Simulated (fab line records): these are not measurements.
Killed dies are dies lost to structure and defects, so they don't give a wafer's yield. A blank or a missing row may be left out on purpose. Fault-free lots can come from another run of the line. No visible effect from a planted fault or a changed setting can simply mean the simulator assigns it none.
fab line records	flow sky130
record lots=24	wafers=72	last-day=50
route steps=708 shown CAPM@550 METAL3@563 METAL4@598 CAP2M@615 PAD_OPEN@707
lots that met no fault: from a run of the same line without faults
start-h: start of the lot's first displayed wafer, in hours after the record's first day	wait-h: hours from the lot's prior step to this one	" same as the row above	L1.1+2: a single row standing in for several wafers	- value missing, or start not given	* or withheld: withheld	< > ~ a bound
route shown NAME@n: NAME is a module with steps in the file, n the number in the route of the first one	usual: mean/standard deviation of fault-free wafers	same: alike in all rows	chamber/n: place in a boat	sites: readings site by site	_std_site: standard deviation across them	_edge_site: mean of outer sites minus mean of inner sites	radius-mm: for every site, how far away it sits from the centre of the wafer	mask NAME#n: copy n	behind: the most recent tool/chamber to have shaped the wafer	hold: cause of the lot's hold/its duration in hours/its outcome	device: names the non-switching transistor (n, p or np)	end of line: the tests these same wafers got at the end of their route	for a step that has no rows: nothing shown but its recipe	killed: dies that structure and defects cost at the first sort, which is not the same as the wafer's yield	map: dies across one wafer; x = killed, . = not, _ = none there
set.NAME: the run value of the setting; set.NAME@STEP: its run value at that earlier step	model.NAME: the simulator's own value behind a step, which no gauge read
route steps across a sampled set of lots; one table per step, one row per wafer
services: the hour from which a tool's chamber was out of use, counted from the record's first day as start-h (under 0 if before that day), plus the number of hours and why
## steps
# step SKY_CAPM_METAL_ETCH_13
# recipe target-depth-nm=220	stop-on=SiO2	chemistry=Cl2/BCl3	target=TiN	pressure-mtorr=10	icp-w=900	bias-w=48.5	Cl2_flow_sccm=60	bcl3-flow-sccm=30	time-s=62.9
# usual chamber-pressure-mTorr=10.000/0.0083	drypump-motor-current-A=5.7/0.38	oes-product-au=0.939/0.007	throttle-valve-pct=21.902/0.0094
# same time-s=62.9
lot.wafer	tool	chamber	start-h	wait-h	chamber-pressure-mTorr	drypump-motor-current-A	oes-product-au	rf-hours-counter-h	throttle-valve-pct
L074.1	rie-metal-03	1	870.36	0.0	10.009	6.0	0.955	12	21.890
L074.3	"	1	"	"	9.999	5.9	0.947	-	21.900
L074.6	"	1	"	"	10.000	6.0	0.944	-	21.900
L075.2	rie-metal-03	1	876.18	0.0	10.003	6.0	0.941	-	21.901
L075.3	"	1	"	"	10.000	6.0	0.934	-	21.906
L075.6	"	1	"	"	10.008	5.9	0.934	-	21.910
L076.2	rie-metal-01	1	885.71	0.0	10.006	5.2	0.941	-	21.901
L076.4	"	1	"	"	9.999	5.3	0.929	-	21.904
L076.6	"	1	"	"	10.005	5.3	0.936	-	21.910
L077.2	rie-metal-01	1	898.54	0.0	9.990	5.3	0.938	-	21.910
L077.4	"	1	"	"	10.000	5.3	0.941	-	21.907
L077.6	"	1	"	"	10.010	5.3	0.933	-	21.906
L078.2	rie-metal-02	1	899.16	0.0	10.010	5.4	0.945	3	21.892
L078.4	"	1	"	"	10.010	5.4	0.943	-	21.893
L078.5	"	1	"	"	10.002	5.4	0.947	-	21.895
L079.2	rie-metal-01	0	912.26	0.0	10.012	6.4	0.927	1	21.917
L079.3	"	0	"	"	10.005	6.4	0.938	-	21.901
L079.6	"	1	"	"	10.008	5.2	0.939	-	21.902
L080.2	rie-metal-03	0	923.61	0.0	9.999	5.7	0.941	1	21.908
L080.5	"	1	"	"	10.006	6.0	0.942	-	21.902
L080.6	"	0	"	"	9.990	5.7	0.945	-	21.890
L081.2	rie-metal-01	1	927.11	0.0	9.993	5.3	0.932	13	21.914
L081.3	"	0	"	"	9.993	6.4	0.938	-	21.892
L081.6	"	0	"	"	9.998	6.4	0.937	-	21.905
L082.1	rie-metal-02	0	933.86	0.0	9.993	5.7	0.942	9	21.908
L082.2	"	1	"	"	10.013	5.4	0.942	5	21.910
L082.3	"	1	"	"	9.985	5.4	0.942	-	21.893
L083.1	rie-metal-03	0	942.51	0.0	9.999	5.7	0.940	2	21.911
L083.2	"	1	"	"	9.995	6.0	0.941	15	21.891
L083.6	"	0	"	"	9.995	5.7	0.939	-	21.904
L084.1	rie-metal-02	1	949.44	0.0	10.003	5.4	0.930	6	21.892
L084.2	"	0	"	"	10.013	5.7	0.932	9	21.913
L084.3	"	0	"	"	9.986	5.7	0.936	-	21.894
L085.2	rie-metal-01	1	951.46	0.0	10.000	5.3	0.942	14	21.907
L085.3	"	0	"	"	9.992	6.4	0.940	-	21.913
L085.6	"	0	"	"	9.994	6.4	0.938	-	21.892
L086.2	rie-metal-02	0	961.09	0.0	10.001	5.6	0.926	10	21.899
L086.4	"	0	"	"	9.985	5.7	0.937	-	21.908
L086.6	"	1	"	"	9.989	5.4	0.946	-	21.901
L087.3	rie-metal-03	0	971.06	0.1	9.995	5.7	0.935	-	21.909
L087.5	"	0	"	"	10.003	5.7	0.934	-	21.913
L087.6	"	0	"	"	10.005	5.7	0.930	-	21.895
L088.1	rie-metal-02	0	982.89	0.0	9.999	5.7	0.937	11	21.906
L088.3	"	0	"	"	9.997	5.7	0.937	-	21.905
L088.6	"	0	"	"	9.999	5.7	0.937	-	21.895
L089.1	rie-metal-01	1	991.06	0.0	10.011	5.3	0.941	16	21.906
L089.3	"	0	"	"	10.005	6.4	0.932	-	21.898
L089.5	"	1	"	"	10.006	5.3	0.940	-	21.894
L090.3	rie-metal-01	1	998.08	0.0	10.002	5.3	0.926	-	21.899
L090.5	"	0	"	"	10.005	6.4	0.939	-	21.903
L090.6	"	1	"	"	9.991	5.3	0.928	-	21.913
L091.2	rie-metal-02	1	1011.11	0.0	9.994	5.4	0.947	9	21.902
L091.3	"	1	"	"	10.000	5.4	0.936	-	21.878
L091.5	"	1	"	"	10.002	5.4	0.939	-	21.908
L092.2	rie-metal-02	1	1012.44	0.0	9.996	5.4	0.939	9	21.910
L092.3	"	1	"	"	10.013	5.4	0.941	-	21.886
L092.6	"	0	"	"	10.011	5.7	0.944	-	21.895
L093.2	rie-metal-01	1	1018.39	0.0	10.010	5.2	0.939	18	21.906
L093.5	"	0	"	"	10.000	6.4	0.943	-	21.901
L093.6	"	1	"	"	9.989	5.2	0.951	-	21.900
L094.1	rie-metal-03	0	1019.61	0.0	10.002	5.7	0.942	6	21.896
L094.4	"	0	"	"	10.002	5.7	0.945	-	21.912
L094.5	"	1	"	"	9.998	6.0	0.946	-	21.893
L095.2	rie-metal-01	1	1024.81	0.0	10.004	5.3	0.927	18	21.905
L095.4	"	0	"	"	9.999	6.4	0.925	-	21.912
L095.5	"	1	"	"	9.987	5.3	0.936	-	21.907
L097.1	rie-metal-03	1	1031.84	0.0	10.023	5.9	0.937	18	21.907
L097.3	"	0	"	"	9.982	5.7	0.942	-	21.897
L097.6	"	0	"	"	10.002	5.7	0.947	-	21.885
L096.1	rie-metal-01	1	1034.54	0.0	10.007	5.2	0.941	19	21.894
L096.5	"	0	"	"	10.008	6.4	0.935	-	21.910
L096.6	"	1	"	"	10.022	5.3	0.927	-	21.913
# step SKY_METAL3_CD_MEAS_13
# recipe target-cd-nm=300
# usual cd-nm=300.3/1.4
lot.wafer	tool	chamber	start-h	wait-h	cd-nm
L074.1	cd-sem-02	-	896.47	-	300.8
L074.3	"	-	"	"	301.0
L074.6	"	-	"	"	300.9
L075.2	cd-sem-01	-	903.14	-	298.9
L075.3	"	-	"	"	297.2
L075.6	"	-	"	"	297.8
L076.2	cd-sem-01	-	911.86	-	299.3
L076.4	"	-	"	"	300.5
L076.6	"	-	"	"	301.2
L077.2	cd-sem-02	-	923.94	-	299.8
L077.4	"	-	"	"	300.4
L077.6	"	-	"	"	300.5
L078.2	cd-sem-02	-	924.92	-	302.7
L078.4	"	-	"	"	301.9
L078.5	"	-	"	"	301.9
L079.2	cd-sem-02	-	937.69	-	302.5
L079.3	"	-	"	"	301.1
L079.6	"	-	"	"	299.9
L080.2	cd-sem-01	-	948.47	-	299.1
L080.5	"	-	"	"	299.7
L080.6	"	-	"	"	297.2
L081.2	cd-sem-02	-	951.74	-	299.2
L081.3	"	-	"	"	300.3
L081.6	"	-	"	"	301.3
L082.1	cd-sem-01	-	958.82	-	299.4
L082.2	"	-	"	"	300.4
L082.3	"	-	"	"	299.5
L083.1	cd-sem-02	-	967.54	-	302.7
L083.2	"	-	"	"	303.5
L083.6	"	-	"	"	302.4
L084.1	cd-sem-02	-	974.32	-	298.7
L084.2	"	-	"	"	299.2
L084.3	"	-	"	"	300.9
L085.2	cd-sem-01	-	976.12	-	301.1
L085.3	"	-	"	"	300.5
L085.6	"	-	"	"	298.9
L086.2	cd-sem-01	-	986.07	-	297.3
L086.4	"	-	"	"	300.3
L086.6	"	-	"	"	300.0
L087.3	cd-sem-02	-	995.76	-	299.5
L087.5	"	-	"	"	300.6
L087.6	"	-	"	"	300.0
L088.1	cd-sem-01	-	1006.37	-	300.7
L088.3	"	-	"	"	300.3
L088.6	"	-	"	"	299.7
L089.1	cd-sem-02	-	1014.60	-	299.4
L089.3	"	-	"	"	299.8
L089.5	"	-	"	"	300.6
L090.3	cd-sem-02	-	1021.36	-	300.7
L090.5	"	-	"	"	298.8
L090.6	"	-	"	"	300.1
L091.2	cd-sem-02	-	1033.92	-	302.7
L091.3	"	-	"	"	301.6
L091.5	"	-	"	"	301.8
L092.2	cd-sem-01	-	1035.91	-	301.8
L092.3	"	-	"	"	301.1
L092.6	"	-	"	"	300.4
L093.2	cd-sem-02	-	1041.44	-	298.9
L093.5	"	-	"	"	299.4
L093.6	"	-	"	"	299.0
L094.1	cd-sem-02	-	1042.12	-	299.4
L094.4	"	-	"	"	298.7
L094.5	"	-	"	"	297.9
L095.2	cd-sem-02	-	1048.06	-	302.8
L095.4	"	-	"	"	302.6
L095.5	"	-	"	"	301.8
L097.1	cd-sem-02	-	1053.77	-	300.1
L097.3	"	-	"	"	299.5
L097.6	"	-	"	"	298.9
L096.1	cd-sem-02	-	1056.62	-	301.2
L096.5	"	-	"	"	300.4
L096.6	"	-	"	"	301.6
# step SKY_METAL4_SPUTTER_00
# recipe material=Ti	target-thk-nm=15	power-w=3000	time-s=10	chamber-pressure-pa=0.4
# usual throttle-valve-pct=30.0/1.5
# same time-s=10
lot.wafer	tool	chamber	start-h	wait-h	throttle-valve-pct
L074.1	pvd-sputter-02	-	924.70	0.2	30.9
L074.3	"	-	"	"	30.0
L074.6	"	-	"	"	33.6
L075.2	pvd-sputter-04	-	931.18	0.1	29.5
L075.3	"	-	"	"	29.6
L075.6	"	-	"	"	27.5
L076.2	pvd-sputter-04	-	940.17	0.1	27.1
L076.4	"	-	"	"	30.0
L076.6	"	-	"	"	29.5
L077.2	pvd-sputter-03	-	951.11	0.2	28.6
L077.4	"	-	"	"	30.8
L077.6	"	-	"	"	30.7
L078.2	pvd-sputter-04	-	952.29	0.1	29.7
L078.4	"	-	"	"	29.5
L078.5	"	-	"	"	30.0
L079.2	pvd-sputter-04	-	964.84	0.1	27.9
L079.3	"	-	"	"	29.5
L079.6	"	-	"	"	29.6
L080.2	pvd-sputter-03	-	975.99	0.2	32.0
L080.5	"	-	"	"	29.0
L080.6	"	-	"	"	31.5
L081.2	pvd-sputter-02	-	978.59	0.1	33.7
L081.3	"	-	"	"	30.3
L081.6	"	-	"	"	30.4
L082.1	pvd-sputter-04	-	986.04	0.2	29.6
L082.2	"	-	"	"	30.4
L082.3	"	-	"	"	29.9
L083.1	pvd-sputter-02	-	994.64	0.1	29.9
L083.2	"	-	"	"	30.9
L083.6	"	-	"	"	30.2
L084.1	pvd-sputter-04	-	1000.89	0.2	29.9
L084.2	"	-	"	"	29.8
L084.3	"	-	"	"	30.2
L085.2	pvd-sputter-04	-	1003.16	0.1	29.7
L085.3	"	-	"	"	29.8
L085.6	"	-	"	"	27.3
L086.2	pvd-sputter-04	-	1012.42	0.2	29.8
L086.4	"	-	"	"	27.4
L086.6	"	-	"	"	27.6
L087.3	pvd-sputter-04	-	1021.81	0.2	29.4
L087.5	"	-	"	"	27.5
L087.6	"	-	"	"	30.2
L088.1	pvd-sputter-03	-	1032.26	0.1	28.8
L088.3	"	-	"	"	30.7
L088.6	"	-	"	"	31.6
L089.1	pvd-sputter-04	-	1039.86	0.1	30.1
L089.3	"	-	"	"	29.7
L089.5	"	-	"	"	29.8
L090.3	pvd-sputter-03	-	1046.47	0.2	28.3
L090.5	"	-	"	"	28.7
L090.6	"	-	"	"	30.6
L091.2	pvd-sputter-02	-	1059.70	0.2	30.3
L091.3	"	-	"	"	31.0
L091.5	"	-	"	"	30.9
L092.2	pvd-sputter-02	-	1061.00	0.2	30.0
L092.3	"	-	"	"	30.6
L092.6	"	-	"	"	30.8
L093.2	pvd-sputter-04	-	1066.33	0.2	29.7
L093.5	"	-	"	"	30.4
L093.6	"	-	"	"	27.4
L094.1	pvd-sputter-03	-	1066.93	0.2	30.6
L094.4	"	-	"	"	28.4
L094.5	"	-	"	"	29.0
L095.2	pvd-sputter-02	-	1073.20	0.1	31.0
L095.4	"	-	"	"	30.4
L095.5	"	-	"	"	30.3
L097.1	pvd-sputter-04	-	1078.48	0.1	29.7
L097.3	"	-	"	"	27.3
L097.6	"	-	"	"	27.2
L096.1	pvd-sputter-02	-	1081.01	0.2	33.4
L096.5	"	-	"	"	30.4
L096.6	"	-	"	"	33.4
# step SKY_METAL4_SPUTTER_01
# recipe material=TiN	target-thk-nm=20	power-w=6500	time-s=16.7	chamber-pressure-pa=0.4
# usual throttle-valve-pct=30.0/1.5
# same time-s=16.7
lot.wafer	tool	chamber	start-h	wait-h	throttle-valve-pct
L074.1	pvd-sputter-02	-	924.72	0.0	30.9
L074.3	"	-	"	"	30.6
L074.6	"	-	"	"	33.7
L075.2	pvd-sputter-04	-	931.21	0.0	29.8
L075.3	"	-	"	"	29.3
L075.6	"	-	"	"	27.5
L076.2	pvd-sputter-04	-	940.20	0.0	27.6
L076.4	"	-	"	"	30.3
L076.6	"	-	"	"	29.7
L077.2	pvd-sputter-03	-	951.13	0.0	28.2
L077.4	"	-	"	"	30.8
L077.6	"	-	"	"	30.8
L078.2	pvd-sputter-04	-	952.31	0.0	29.8
L078.4	"	-	"	"	29.7
L078.5	"	-	"	"	30.4
L079.2	pvd-sputter-04	-	964.86	0.0	27.4
L079.3	"	-	"	"	29.6
L079.6	"	-	"	"	29.5
L080.2	pvd-sputter-03	-	976.01	0.0	31.6
L080.5	"	-	"	"	29.0
L080.6	"	-	"	"	31.7
L081.2	pvd-sputter-02	-	978.61	0.0	33.9
L081.3	"	-	"	"	30.4
L081.6	"	-	"	"	30.3
L082.1	pvd-sputter-04	-	986.06	0.0	29.7
L082.2	"	-	"	"	30.1
L082.3	"	-	"	"	29.8
L083.1	pvd-sputter-02	-	994.66	0.0	30.1
L083.2	"	-	"	"	30.8
L083.6	"	-	"	"	30.2
L084.1	pvd-sputter-04	-	1000.91	0.0	29.6
L084.2	"	-	"	"	29.9
L084.3	"	-	"	"	30.3
L085.2	pvd-sputter-04	-	1003.18	0.0	29.6
L085.3	"	-	"	"	29.8
L085.6	"	-	"	"	27.5
L086.2	pvd-sputter-04	-	1012.44	0.0	29.8
L086.4	"	-	"	"	27.5
L086.6	"	-	"	"	27.4
L087.3	pvd-sputter-04	-	1021.83	0.0	29.7
L087.5	"	-	"	"	27.4
L087.6	"	-	"	"	30.4
L088.1	pvd-sputter-03	-	1032.28	0.0	29.0
L088.3	"	-	"	"	30.7
L088.6	"	-	"	"	31.9
L089.1	pvd-sputter-04	-	1039.88	0.0	29.6
L089.3	"	-	"	"	29.5
L089.5	"	-	"	"	29.7
L090.3	pvd-sputter-03	-	1046.49	0.0	28.4
L090.5	"	-	"	"	28.7
L090.6	"	-	"	"	30.8
L091.2	pvd-sputter-02	-	1059.72	0.0	29.8
L091.3	"	-	"	"	31.0
L091.5	"	-	"	"	30.8
L092.2	pvd-sputter-02	-	1061.02	0.0	29.9
L092.3	"	-	"	"	30.3
L092.6	"	-	"	"	30.9
L093.2	pvd-sputter-04	-	1066.35	0.0	29.6
L093.5	"	-	"	"	30.4
L093.6	"	-	"	"	27.4
L094.1	pvd-sputter-03	-	1066.95	0.0	30.7
L094.4	"	-	"	"	28.4
L094.5	"	-	"	"	29.2
L095.2	pvd-sputter-02	-	1073.22	0.0	31.1
L095.4	"	-	"	"	30.6
L095.5	"	-	"	"	29.8
L097.1	pvd-sputter-04	-	1078.51	0.0	29.8
L097.3	"	-	"	"	27.5
L097.6	"	-	"	"	27.4
L096.1	pvd-sputter-02	-	1081.03	0.0	33.3
L096.5	"	-	"	"	30.3
L096.6	"	-	"	"	33.6
# step SKY_CAP2M_OVL_MEAS_12
# usual CAP2M_OVL=-0.2/1.4
lot.wafer	tool	chamber	start-h	wait-h	CAP2M_OVL[nm]
L074.1	overlay-02	-	949.24	0.1	2.0
L074.3	"	-	"	"	2.4
L074.6	"	-	"	"	1.8
L075.2	overlay-02	-	956.40	0.1	-0.6
L075.3	"	-	"	"	-0.1
L075.6	"	-	"	"	-0.1
L076.2	overlay-02	-	965.10	0.1	-0.2
L076.4	"	-	"	"	0.5
L076.6	"	-	"	"	0.7
L077.2	overlay-02	-	975.55	0.1	-1.1
L077.4	"	-	"	"	0.5
L077.6	"	-	"	"	-0.3
L078.2	overlay-02	-	976.18	0.1	-1.8
L078.4	"	-	"	"	-2.3
L078.5	"	-	"	"	-1.6
L079.2	overlay-01	-	988.61	0.1	-0.4
L079.3	"	-	"	"	-0.5
L079.6	"	-	"	"	0.0
L080.2	overlay-01	-	999.36	0.1	-1.7
L080.5	"	-	"	"	-1.7
L080.6	"	-	"	"	-1.7
L081.2	overlay-02	-	1001.76	0.1	-0.9
L081.3	"	-	"	"	-2.6
L081.6	"	-	"	"	-1.1
L082.1	overlay-02	-	1009.15	0.1	-3.1
L082.2	"	-	"	"	-1.3
L082.3	"	-	"	"	-1.4
L083.1	overlay-02	-	1017.58	0.1	1.0
L083.2	"	-	"	"	0.3
L083.6	"	-	"	"	0.8
L084.1	overlay-02	-	1024.40	0.1	0.4
L084.2	"	-	"	"	-1.2
L084.3	"	-	"	"	-0.8
L085.2	overlay-01	-	1026.18	0.1	0.6
L085.3	"	-	"	"	1.7
L085.6	"	-	"	"	1.0
L086.2	overlay-02	-	1034.75	0.1	1.1
L086.4	"	-	"	"	-0.2
L086.6	"	-	"	"	1.1
L087.3	overlay-01	-	1044.26	0.1	-3.7
L087.5	"	-	"	"	-2.6
L087.6	"	-	"	"	-1.4
L088.1	overlay-01	-	1054.74	0.1	-1.5
L088.3	"	-	"	"	-1.8
L088.6	"	-	"	"	-3.1
L089.1	overlay-02	-	1061.44	0.1	0.5
L089.3	"	-	"	"	1.1
L089.5	"	-	"	"	1.8
L090.3	overlay-01	-	1069.11	0.1	-1.3
L090.5	"	-	"	"	-0.8
L090.6	"	-	"	"	-0.7
L091.2	overlay-02	-	1081.05	0.1	-1.3
L091.3	"	-	"	"	-0.5
L091.5	"	-	"	"	-0.5
L092.2	overlay-02	-	1081.98	0.1	-0.7
L092.3	"	-	"	"	1.3
L092.6	"	-	"	"	0.1
L093.2	overlay-02	-	1086.96	0.1	0.1
L093.5	"	-	"	"	0.2
L093.6	"	-	"	"	1.3
L094.1	overlay-02	-	1087.43	0.1	-3.3
L094.4	"	-	"	"	0.7
L094.5	"	-	"	"	-0.3
L095.2	overlay-01	-	1094.15	0.1	2.3
L095.4	"	-	"	"	2.6
L095.5	"	-	"	"	2.5
L097.1	overlay-01	-	1099.45	0.1	0.5
L097.3	"	-	"	"	0.3
L097.6	"	-	"	"	1.7
L096.1	overlay-01	-	1101.58	0.1	-0.6
L096.5	"	-	"	"	-0.3
L096.6	"	-	"	"	-1.8
# step SKY_PAD_OPEN_BOW_MEAS_13
# recipe mode=bow
# usual PAD_OPEN_BOW=45/8.3
lot.wafer	tool	chamber	start-h	wait-h	PAD_OPEN_BOW[um]
L074.1	film-metro-02	-	1069.21	-	45
L074.3	"	-	"	"	54
L074.6	"	-	"	"	36
L075.2	film-metro-02	-	1076.42	-	38
L075.3	"	-	"	"	46
L075.6	"	-	"	"	45
L076.2	film-metro-02	-	1084.23	-	51
L076.4	"	-	"	"	65
L076.6	"	-	"	"	54
L077.2	film-metro-02	-	1091.44	-	64
L077.4	"	-	"	"	52
L077.6	"	-	"	"	57
L078.2	film-metro-04	-	1094.21	-	58
L078.4	"	-	"	"	49
L078.5	"	-	"	"	44
L079.2	film-metro-01	-	1105.09	-	45
L079.3	"	-	"	"	42
L079.6	"	-	"	"	44
L080.2	film-metro-04	-	1113.32	-	48
L080.5	"	-	"	"	44
L080.6	"	-	"	"	49
L081.2	film-metro-02	-	1116.05	-	48
L081.3	"	-	"	"	51
L081.6	"	-	"	"	42
L082.1	film-metro-02	-	1120.95	-	48
L082.2	"	-	"	"	32
L082.3	"	-	"	"	51
L083.1	film-metro-04	-	1127.67	-	43
L083.2	"	-	"	"	41
L083.6	"	-	"	"	48
L084.1	film-metro-04	-	1134.51	-	31
L084.2	"	-	"	"	54
L084.3	"	-	"	"	46
L085.2	film-metro-02	-	1136.50	-	42
L085.3	"	-	"	"	41
L085.6	"	-	"	"	34
L086.2	film-metro-04	-	1143.91	-	42
L086.4	"	-	"	"	46
L086.6	"	-	"	"	45
L087.3	film-metro-04	-	1150.66	-	39
L087.5	"	-	"	"	42
L087.6	"	-	"	"	33
L088.1	film-metro-04	-	1160.86	-	54
L088.3	"	-	"	"	61
L088.6	"	-	"	"	53
L089.1	film-metro-02	-	1165.42	-	36
L089.3	"	-	"	"	44
L089.5	"	-	"	"	53
L090.3	film-metro-01	-	1172.46	-	44
L090.5	"	-	"	"	38
L090.6	"	-	"	"	37
L092.2	film-metro-04	-	1182.27	-	53
L092.3	"	-	"	"	49
L092.6	"	-	"	"	61
L091.2	film-metro-01	-	1182.42	-	48
L091.3	"	-	"	"	54
L091.5	"	-	"	"	40
L093.2	film-metro-01	-	1185.70	-	53
L093.5	"	-	"	"	48
L093.6	"	-	"	"	57
L094.1	film-metro-01	-	1187.46	-	38
L094.4	"	-	"	"	51
L094.5	"	-	"	"	40
L095.2	film-metro-04	-	1191.95	-	40
L095.4	"	-	"	"	46
L095.5	"	-	"	"	32
L097.1	film-metro-04	-	1195.27	-	36
L097.3	"	-	"	"	45
L097.6	"	-	"	"	50
L096.1	film-metro-04	-	1197.50	-	43
L096.5	"	-	"	"	38
L096.6	"	-	"	"	33
## services
tool	chamber	start-h	hours	kind
rie-metal-01	0	853.15	2.4	repair
rie-metal-03	-	867.03	2.8	pm
pvd-sputter-03	-	877.83	0.5	repair
rie-metal-02	-	895.13	0.8	repair
pvd-sputter-03	-	929.30	0.9	repair
pvd-sputter-04	0	931.34	-	consumable-replace:kit
pvd-sputter-04	0	931.34	18.0	scheduled-down
pvd-sputter-04	0	931.34	18.0	vent-cycle
pvd-sputter-02	-	935.83	12.5	repair
rie-metal-02	-	952.85	4.0	pm
rie-metal-02	-	961.40	1.2	repair
rie-metal-01	-	965.96	0.9	repair
rie-metal-03	1	969.11	5.6	repair
pvd-sputter-03	-	1006.96	2.2	repair
rie-metal-01	0	1011.47	2.8	repair
rie-metal-02	-	1020.28	28.1	pm
pvd-sputter-02	-	1027.40	8.6	repair
rie-metal-03	1	1027.71	3.4	repair
pvd-sputter-02	3	1038.41	-	consumable-replace:kit
pvd-sputter-02	3	1038.41	18.0	scheduled-down
pvd-sputter-04	-	1055.98	5.3	repair
pvd-sputter-04	3	1069.07	-	consumable-replace:kit
pvd-sputter-04	3	1069.07	18.0	scheduled-down
pvd-sputter-04	3	1069.07	18.0	vent-cycle
## key
fault none
